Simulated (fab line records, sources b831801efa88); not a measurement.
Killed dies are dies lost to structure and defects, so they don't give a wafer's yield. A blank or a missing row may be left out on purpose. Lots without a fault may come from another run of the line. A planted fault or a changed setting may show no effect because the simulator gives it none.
Chamber matching | flow sky130 | SKY_CAPM_CVD_00 on pecvd-01: 3 sister chambers
The step deposits SiO2, target thk 15.5 nm. 6 wafers are shown with their chamber, then 10 later ones without.

WAFERS WITH THEIR CHAMBER
wafer  | chamber | heater_power_w (W)
L082.5 | 1       | 675
L088.3 | 2       | 810
L088.4 | 1       | 657
L088.6 | 2       | 808
L090.1 | 0       | 773
L090.4 | 0       | 782

WAFERS WITHOUT THEIR CHAMBER
wafer  | heater_power_w (W)
L090.5 | 736
L093.2 | 697
L093.5 | 850
L093.6 | 752
L095.1 | 756
L095.4 | 876
L095.5 | 751
L097.3 | 906
L097.4 | 891
L097.6 | 630

WHICH CHAMBER EACH WENT THROUGH
wafer  | from the rows above | in truth
L090.5 | 0                   | 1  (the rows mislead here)
L093.2 | 1                   | 1
L093.5 | 2                   | 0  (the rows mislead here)
L093.6 | 0                   | 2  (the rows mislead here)
L095.1 | 0                   | 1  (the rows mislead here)
L095.4 | 2                   | 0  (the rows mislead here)
L095.5 | 0                   | 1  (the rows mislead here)
L097.3 | 2                   | 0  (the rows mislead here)
L097.4 | 2                   | 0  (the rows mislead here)
L097.6 | 1                   | 1
Placed correctly: 2 of 10. Can't be placed from these rows: 0. Placed wrongly: 8.
How it was worked out, from the rows above alone: a wafer's distance from a chamber is the root of the sum, over the readings, of the square of ((its reading less the chamber's mean) divided by the reading's scatter). The wafer belongs to the nearest chamber; if the next one is less than 2 further off, it can't be placed. A chamber's mean is the mean of its shown wafers. The scatter: the root of (the sum of the squares of (reading less its chamber's mean) over the shown wafers, divided by (wafers less chambers)).
